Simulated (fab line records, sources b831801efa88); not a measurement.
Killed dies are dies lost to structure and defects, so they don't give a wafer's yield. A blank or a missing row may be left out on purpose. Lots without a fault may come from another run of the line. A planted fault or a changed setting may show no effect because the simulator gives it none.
Chamber matching | flow sky130 | SKY_POLY_GATE_ETCH_17 on rie_si-02: 4 sister chambers
The step etches poly-Si in HBr/Cl2, stops on SiO2, target depth 180 nm, time 70.5 s. 8 wafers are shown with their chamber, then 8 later ones without.

WAFERS WITH THEIR CHAMBER
wafer  | chamber | drypump_motor_current_A (A) | he_backside_leak_sccm (sccm)
L802.1 | 0       | 5.6                         | 2.49
L804.1 | 2       | 6.9                         | 2.96
L806.3 | 2       | 6.8                         | 2.94
L807.1 | 0       | 5.5                         | 2.37
L815.2 | 3       | 6.0                         | 2.46
L815.4 | 1       | 5.7                         | 2.95
L815.5 | 3       | 6.0                         | 2.54
L817.1 | 1       | 5.7                         | 3.11

WAFERS WITHOUT THEIR CHAMBER
wafer  | drypump_motor_current_A (A) | he_backside_leak_sccm (sccm)
L817.3 | 6.8                         | 2.87
L817.6 | 5.7                         | 2.84
L819.1 | 5.7                         | 2.79
L819.3 | 6.8                         | 2.87
L819.6 | 5.8                         | 2.82
L820.1 | 5.7                         | 2.90
L820.2 | 6.9                         | 3.04
L820.4 | 6.0                         | 2.58

WHICH CHAMBER EACH WENT THROUGH
wafer  | from the rows above | in truth
L817.3 | 2                   | 2
L817.6 | 1                   | 1
L819.1 | 1                   | 1
L819.3 | 2                   | 2
L819.6 | 1                   | 1
L820.1 | 1                   | 1
L820.2 | 2                   | 2
L820.4 | 3                   | 3
Placed correctly: 8 of 8. Can't be placed from these rows: 0. Placed wrongly: 0.
How it was worked out, from the rows above alone: a wafer's distance from a chamber is the root of the sum, over the readings, of the square of ((its reading less the chamber's mean) divided by the reading's scatter). The wafer belongs to the nearest chamber; if the next one is less than 2 further off, it can't be placed. A chamber's mean is the mean of its shown wafers. The scatter: the root of (the sum of the squares of (reading less its chamber's mean) over the shown wafers, divided by (wafers less chambers)).
